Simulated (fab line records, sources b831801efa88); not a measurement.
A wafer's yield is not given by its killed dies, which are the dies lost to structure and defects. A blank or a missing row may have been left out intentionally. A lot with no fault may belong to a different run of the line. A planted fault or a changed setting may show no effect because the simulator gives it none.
A struck lot beside a sound one + flow sfq line + 21 steps out of a route of 325
Sound: these wafers, L554.1, L554.4, L554.5. Wafers struck: L558.4, L558.5, L558.6. The cause is named last.
For every step that has rows: the tool of each side, followed by ch and its chambers, followed by its first start. Under that, the readings that differ: sound wafers + struck wafers + difference of the means + sigmas: that difference in standard deviations of wafers without a fault.
alike: readings with means less than 2 such deviations apart, plus words and numbers identical on both sides. not compared: withheld readings, readings lacking a value on some wafer, bounds such as >300 that could conceal the same value, and numbers that have no deviation in the record and whose values overlap.
The two part at a step that has a row with sigmas, a row that says differs or no value, or rows on one side only. Non-overlapping numbers with no deviation appear without sigmas and do not part them. A reading missing from all wafers of one side parts the sides only when that side holds two or more wafers.

first, 6 steps without rows for these wafers: SFQ_TRILAYER_L0_LITHO_COAT_010 (resist thk 62 nm); SFQ_TRILAYER_L0_LITHO_COAT_005 (resist thk 600 nm); SFQ_TRILAYER_L0_LITHO_SOFTBAKE_009; SFQ_TRILAYER_L0_LITHO_EXPOSE_006 (exposes mask L0, target cd 2000 nm); SFQ_TRILAYER_L0_LITHO_PEB_008 (peb time 60 s); SFQ_TRILAYER_L0_LITHO_DEVELOP_007 (time 60 s).
SFQ_TRILAYER_L0_BARC_OPEN_METAL_ETCH_010: etches BARC in O2, target depth 125 nm, time 41.7 s.
  sound on rie metal-01 ch 0,1, day 6 10:35; struck on rie metal-03 ch 1, day 7 13:02
  alike: drypump motor current A, oes product au
  not compared: rf hours counter h
SFQ_TRILAYER_L0_ETCH_METAL_ETCH_008: etches MoNx KI in SF6/O2, stops on SiO2, target depth 50 nm, time 25 s.
  sound on rie metal-01 ch 0,1, day 6 10:38; struck on rie metal-03 ch 1, day 7 13:09
  alike: drypump motor current A, oes product au
  not compared: rf hours counter h
SFQ_TRILAYER_L0_STRIP_STRIP_009: strips in O2.
  sound on rie metal-01 ch 0,1, day 6 10:41; struck on rie metal-03 ch 1, day 7 13:47
  alike: drypump motor current A, oes product au
  not compared: rf hours counter h
then, 3 steps without rows for these wafers: SFQ_TRILAYER_L0_STRIP_SOLV_CLEAN_010 (cleans in NMP, time 600 s); SFQ_TRILAYER_L0_CAP_PECVD_011 (deposits SiO2 from SiH4/N2O, time 13.333 s, target thk 60 nm); SFQ_TRILAYER_L0_VIA_LITHO_COAT_018 (resist thk 62 nm).
SFQ_TRILAYER_L0_VIA_LITHO_COAT_013: resist thk 650 nm.
  sound on litho track-04 ch 0, day 6 12:05; struck on litho track-01 ch 0, day 7 15:02
| reading                                                 | sound                | struck               | difference | sigmas      |
|---------------------------------------------------------|----------------------|----------------------|------------|-------------|
| spin speed rpm (rpm)                                    | 3000.1 2999.9 3005.6 | 2522.2 2523.9 2523.2 | -478.8     | -99 or more |
| model.KrF_of_TRILAYER_L0_VIA_LITHO_COAT_013.thk nm (nm) | 648.9 648.9 651.1    | 703.2 703 705.9      | +54.4      |             |
then, 4 steps without rows for these wafers: SFQ_TRILAYER_L0_VIA_LITHO_SOFTBAKE_017; SFQ_TRILAYER_L0_VIA_LITHO_EXPOSE_014 (exposes mask L0V, target cd 700 nm); SFQ_TRILAYER_L0_VIA_LITHO_PEB_016 (peb time 60 s); SFQ_TRILAYER_L0_VIA_LITHO_DEVELOP_015 (time 60 s).
-- the record jumps here: 4 days lie between the struck wafers' starts before and after --
SFQ_L0V_OVL_MEAS_903:
  sound: overlay-01 at day 10 17:04; struck: overlay-01 at day 11 21:52
  alike: L0V_OVL
SFQ_TRILAYER_L0_VIA_BARC_OPEN_VIA_ETCH_021: etches BARC in O2, target depth 125 nm, time 41.7 s.
  sound on rie diel-04 ch 0,2,3, day 10 17:05; struck on rie diel-02 ch 1,2,3, day 11 21:53
  alike: drypump motor current A, oes product au
  not compared: rf hours counter h
SFQ_TRILAYER_L0_VIA_ETCH_VIA_ETCH_016: etches SiO2 in CHF3, stops on MoNx KI, target depth 80 nm.
  sound on rie diel-04 ch 0,2,3, day 10 17:08; struck on rie diel-02 ch 1,2,3, day 11 21:56
| reading                                                 | sound           | struck          | difference | sigmas |
|---------------------------------------------------------|-----------------|-----------------|------------|--------|
| model.KrF_of_TRILAYER_L0_VIA_LITHO_COAT_013.thk nm (nm) | 559.2 559.6 561 | 614 613.2 616.5 | +55        |        |
  alike: drypump motor current A, oes product au
SFQ_TRILAYER_L0_VIA_STRIP_STRIP_017: strips in O2.
  sound on rie metal-04 ch 0,1, day 10 17:11; struck on rie metal-04 ch 0,1, day 11 22:11
  alike: drypump motor current A, oes product au
  not compared: rf hours counter h

WHERE THEY PART
SFQ_TRILAYER_L0_VIA_LITHO_COAT_013 only, going by this record. Later steps at which nothing parts them and some readings are alike: SFQ_L0V_OVL_MEAS_903, SFQ_TRILAYER_L0_VIA_BARC_OPEN_VIA_ETCH_021, SFQ_TRILAYER_L0_VIA_ETCH_VIA_ETCH_016, SFQ_TRILAYER_L0_VIA_STRIP_STRIP_017.

WHY: whatever the simulator had introduced
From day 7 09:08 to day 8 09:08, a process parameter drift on litho track-01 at SFQ_TRILAYER_L0_VIA_LITHO_COAT_013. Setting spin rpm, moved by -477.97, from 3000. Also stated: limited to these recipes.
